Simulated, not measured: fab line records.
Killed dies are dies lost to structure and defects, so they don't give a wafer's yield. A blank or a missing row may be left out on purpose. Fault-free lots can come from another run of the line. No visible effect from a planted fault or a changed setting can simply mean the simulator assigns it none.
Matching of chambers | flow gf180mcu | GF_STI_CVD_23 on hdpcvd-01: 3 sister chambers
The step deposits SiO2, target thk 650 nm, time 108.3 s. 6 wafers are shown with their chamber, then 7 later ones without.

EACH WAFER AND ITS CHAMBER
wafer  | chamber | susceptor temp C (C)
L898.4 | 2       | 600.17
L899.2 | 1       | 599.86
L899.3 | 0       | 599.90
L899.6 | 2       | 600.19
L901.1 | 1       | 599.57
L901.2 | 0       | 600.33

WAFERS WITHOUT THEIR CHAMBER
wafer  | susceptor temp C (C)
L901.3 | 599.56
L903.2 | 600.54
L903.4 | 599.98
L903.5 | 600.32
L905.2 | 599.88
L905.3 | 599.62
L905.5 | 599.72

WHICH CHAMBER EACH ONE RAN IN
wafer  | from the rows above          | in truth
L901.3 | can't be placed: 1 or 0      | 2
L903.2 | can't be placed: 2 or 0      | 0
L903.4 | can't be placed: 0 or 2 or 1 | 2
L903.5 | can't be placed: 2 or 0      | 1
L905.2 | can't be placed: 1 or 0 or 2 | 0
L905.3 | can't be placed: 1 or 0      | 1
L905.5 | can't be placed: 1 or 0      | 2
0 of 7 placed correctly. These rows do not allow placing 7 (true chamber among the candidates in 4). Wrongly placed: 0.
How it was worked out, from the rows above alone: a wafer's distance from a chamber is the root of the sum, over the readings, of the square of ((its reading less the chamber's mean) divided by the reading's scatter). The wafer belongs to the nearest chamber; if the next one is less than 2 further off, it can't be placed. Each chamber's mean is taken over the wafers shown for it. How the scatter is found: for the shown wafers, subtract from each reading the mean of its chamber, square and add these, divide the total by (wafers less chambers), then take the root.
